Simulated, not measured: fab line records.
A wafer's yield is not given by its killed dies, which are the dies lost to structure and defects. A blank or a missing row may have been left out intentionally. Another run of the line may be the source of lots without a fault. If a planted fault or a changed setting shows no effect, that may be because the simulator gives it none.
Matching of chambers / flow gf180mcu / GF_MIM_CVD_05 on pecvd-04 has 3 sister chambers
The step deposits Si3N4, target thk 42 nm, time 29.086 s. 6 wafers are shown with their chamber, then 9 later ones without.

== WAFERS PAIRED WITH THEIR CHAMBERS ==
wafer=L079.6; chamber=2; heaterPowerW (W)=483
wafer=L080.3; chamber=2; heaterPowerW (W)=572
wafer=L081.4; chamber=0; heaterPowerW (W)=617
wafer=L086.2; chamber=0; heaterPowerW (W)=570
wafer=L086.3; chamber=1; heaterPowerW (W)=592
wafer=L086.6; chamber=1; heaterPowerW (W)=592

== WAFERS WHOSE CHAMBER IS MISSING ==
wafer=L088.1; heaterPowerW (W)=619
wafer=L088.4; heaterPowerW (W)=544
wafer=L088.6; heaterPowerW (W)=602
wafer=L090.2; heaterPowerW (W)=527
wafer=L090.3; heaterPowerW (W)=585
wafer=L090.4; heaterPowerW (W)=527
wafer=L097.2; heaterPowerW (W)=606
wafer=L097.4; heaterPowerW (W)=637
wafer=L097.6; heaterPowerW (W)=597

== WHICH CHAMBER EACH WENT THROUGH ==
wafer=L088.1; from the rows above=can't be placed: 0 or 1 or 2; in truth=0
wafer=L088.4; from the rows above=can't be placed: 2 or 1 or 0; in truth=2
wafer=L088.6; from the rows above=can't be placed: 0 or 1 or 2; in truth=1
wafer=L090.2; from the rows above=can't be placed: 2 or 1 or 0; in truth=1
wafer=L090.3; from the rows above=can't be placed: 1 or 0 or 2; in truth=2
wafer=L090.4; from the rows above=can't be placed: 2 or 1 or 0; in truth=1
wafer=L097.2; from the rows above=can't be placed: 0 or 1 or 2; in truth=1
wafer=L097.4; from the rows above=can't be placed: 0 or 1 or 2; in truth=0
wafer=L097.6; from the rows above=can't be placed: 0 or 1 or 2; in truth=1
Correctly placed: 0 of 9. Not placeable from these rows: 9 (in 9, the candidates include the true chamber). Wrongly placed: 0.
How it was worked out, from the rows above alone: a wafer's distance from a chamber is the root of the sum, over the readings, of the square of ((its reading less the chamber's mean) divided by the reading's scatter). The wafer belongs to the nearest chamber; if the next one is less than 2 further off, it can't be placed. For every chamber, the mean is computed from those of its wafers that are shown. How the scatter is found: for the shown wafers, subtract from each reading the mean of its chamber, square and add these, divide the total by (wafers less chambers), then take the root.
